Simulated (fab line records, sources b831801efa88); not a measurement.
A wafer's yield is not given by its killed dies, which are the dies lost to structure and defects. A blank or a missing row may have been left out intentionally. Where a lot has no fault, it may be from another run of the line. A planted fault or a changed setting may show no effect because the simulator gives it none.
Which tool is to blame? ; flow gf180mcu ; Sampling: 15 lots, 45 wafers, 4 of 602 route steps

WHAT THE GAUGES READ, wafer by wafer
GF_M5_CD_MEAS_07: the cd target is 280 nm. Usual: cd-nm reads 280.1 nm (standard deviation 1.2).
lot;measured;on;cd-nm (nm);flag
L643;day 26 13:02;cd-sem-01;280.2 279.2 280.2;
L644;day 26 23:38;cd-sem-02;- - -;OFF
L645;day 27 08:52;cd-sem-02;- - -;OFF
L646;day 27 10:14;cd-sem-02;- - -;OFF
L653;day 29 23:38;cd-sem-02;282.1 280.8 280.7;
L654;day 30 03:49;cd-sem-01;280.2 279.8 281.2;
L655;day 30 06:25;cd-sem-01;279.0 278.4 278.9;
L656;day 30 14:41;cd-sem-01;281.3 282.9 281.3;
L658;day 31 01:31;cd-sem-01;280.2 281.1 279.9;
L659;day 31 12:31;cd-sem-01;280.3 279.2 280.5;
L660;day 31 15:53;cd-sem-01;278.9 278.9 279.0;
L661;day 31 19:46;cd-sem-02;280.5 280.0 281.6;
L662;day 32 03:54;cd-sem-01;278.4 278.5 278.0;
L663;day 32 08:34;cd-sem-01;279.1 277.8 279.2;
L665;day 32 20:20;cd-sem-01;281.1 282.2 282.7;

GF_V5_OVL_MEAS_15. Usual: V5_OVL -1 nm, standard deviation 4.2.
lot;measured;on;V5_OVL (nm);flag
L643;day 27 10:17;overlay-01;-4 -16 -6;
L653;day 30 19:50;overlay-01;-2 -4 1;
L654;day 30 23:19;overlay-01;-2 -4 -2;
L655;day 31 01:41;overlay-01;-1 4 -2;
L656;day 31 10:05;overlay-01;-5 3 -1;
L658;day 31 20:48;overlay-01;0 2 0;
L659;day 32 06:23;overlay-02;1 -3 1;
L660;day 32 09:52;overlay-01;-9 -1 -2;
L661;day 32 13:53;overlay-02;1 0 -2;
L662;day 32 21:44;overlay-01;5 -1 8;
L663;day 33 01:50;overlay-02;-3 -3 -4;
L665;day 33 13:33;overlay-01;2 -8 0;

WHICH TOOL RAN EACH LOT (tool, then ch and the chambers of the sampled wafers, then the start)
lot;GF_V4_CVD_02;GF_M5_DEVELOP_06
L643;pecvd-01 ch 0,1,2, day 23 17:01;litho-track-03 ch 0, day 26 12:53
L644;pecvd-01 ch 0,1,2, day 24 06:00;litho-track-01, day 26 23:29
L645;pecvd-04 ch 0,1,2, day 24 14:48;litho-track-03, day 27 08:43
L646;pecvd-01 ch 0,1,2, day 24 17:52;litho-track-03, day 27 10:05
L653;pecvd-01 ch 0,1,2, day 27 10:29;litho-track-01 ch 0, day 29 23:29
L654;pecvd-01 ch 0,1,2, day 27 14:32;litho-track-02 ch 0, day 30 03:40
L655;pecvd-01 ch 0,1,2, day 27 18:42;litho-track-02 ch 0, day 30 06:16
L656;pecvd-02 ch 0,2, day 28 04:02;litho-track-03 ch 0, day 30 14:32
L658;pecvd-02 ch 0,2, day 28 14:54;litho-track-01 ch 0, day 31 01:23
L659;pecvd-04 ch 0,1, day 29 03:09;litho-track-02 ch 0, day 31 12:22
L660;pecvd-02 ch 0,1,2, day 29 06:32;litho-track-01 ch 0, day 31 15:45
L661;pecvd-01 ch 0,1, day 29 10:57;litho-track-03 ch 0, day 31 19:37
L662;pecvd-04 ch 0,2, day 29 19:50;litho-track-03 ch 0, day 32 03:46
L663;pecvd-02 ch 0,2, day 30 01:01;litho-track-02 ch 0, day 32 08:25
L665;pecvd-04 ch 0,1,2, day 30 14:40;litho-track-02 ch 0, day 32 20:11
- GF_V4_CVD_02: deposits SiO2 from TEOS, target thk 850 nm, time 94.851 s.
- GF_M5_DEVELOP_06: develop time 60 s.

AS READ BY THE TOOLS THEMSELVES (means over the sampled wafers that have a number; for cases with no such wafer, the mark the record gives instead)
GF_V4_CVD_02. Usual: heater-power-w reads 649 W (standard deviation 91).
lot;tool;heater-power-w (W);flag
L643;pecvd-01;600;
L644;pecvd-01;584;
L645;pecvd-04;685;
L646;pecvd-01;609;
L653;pecvd-01;581;
L654;pecvd-01;614;
L655;pecvd-01;580;
L656;pecvd-02;686;
L658;pecvd-02;687;
L659;pecvd-04;688;
L660;pecvd-02;694;
L661;pecvd-01;555;
L662;pecvd-04;749;
L663;pecvd-02;670;
L665;pecvd-04;685;

GF_M5_DEVELOP_06. Usual: chill-plate-temp-C reads 23.00 C (standard deviation 0.11).
lot;tool;chill-plate-temp-C (C);flag
L643;litho-track-03;23.16;
L644;litho-track-01;-;OFF
L645;litho-track-03;-;OFF
L646;litho-track-03;-;OFF
L653;litho-track-01;23.03;
L654;litho-track-02;23.06;
L655;litho-track-02;23.00;
L656;litho-track-03;22.87;
L658;litho-track-01;22.88;
L659;litho-track-02;23.06;
L660;litho-track-01;23.07;
L661;litho-track-03;22.91;
L662;litho-track-03;22.90;
L663;litho-track-02;23.05;
L665;litho-track-02;22.97;

THE ANSWER, worked out from the rows above alone
Rule: lot off if the mean of its wafers having a number is beyond 3 standard deviations from the usual mean. A lot without any number at a reading at which 4 lots or more have one is off too. Any other lot the step has rows for is counted as sound. After the gauges, taken in route order, come the tools' own readings; for these a lot's mean is taken, as printed above. At the first step where some lot is off, the reading lying furthest off is the one used; lots without a number count as furthest.
Off: L644, L645, L646, at GF_M5_CD_MEAS_07 (cd-nm). Without a number there: L644, L645, L646.
If a tool, at a process step before that reading, ran all the lots that are off and no sound lot after the first of them, it fits. Not tried: the gauges at GF_M5_CD_MEAS_07; whatever is off there is also off at GF_M5_DEVELOP_06, on other tools, and gauge error can't account for it. Of those tried, none fits.

WHAT HAD BEEN PUT IN BY THE SIMULATOR
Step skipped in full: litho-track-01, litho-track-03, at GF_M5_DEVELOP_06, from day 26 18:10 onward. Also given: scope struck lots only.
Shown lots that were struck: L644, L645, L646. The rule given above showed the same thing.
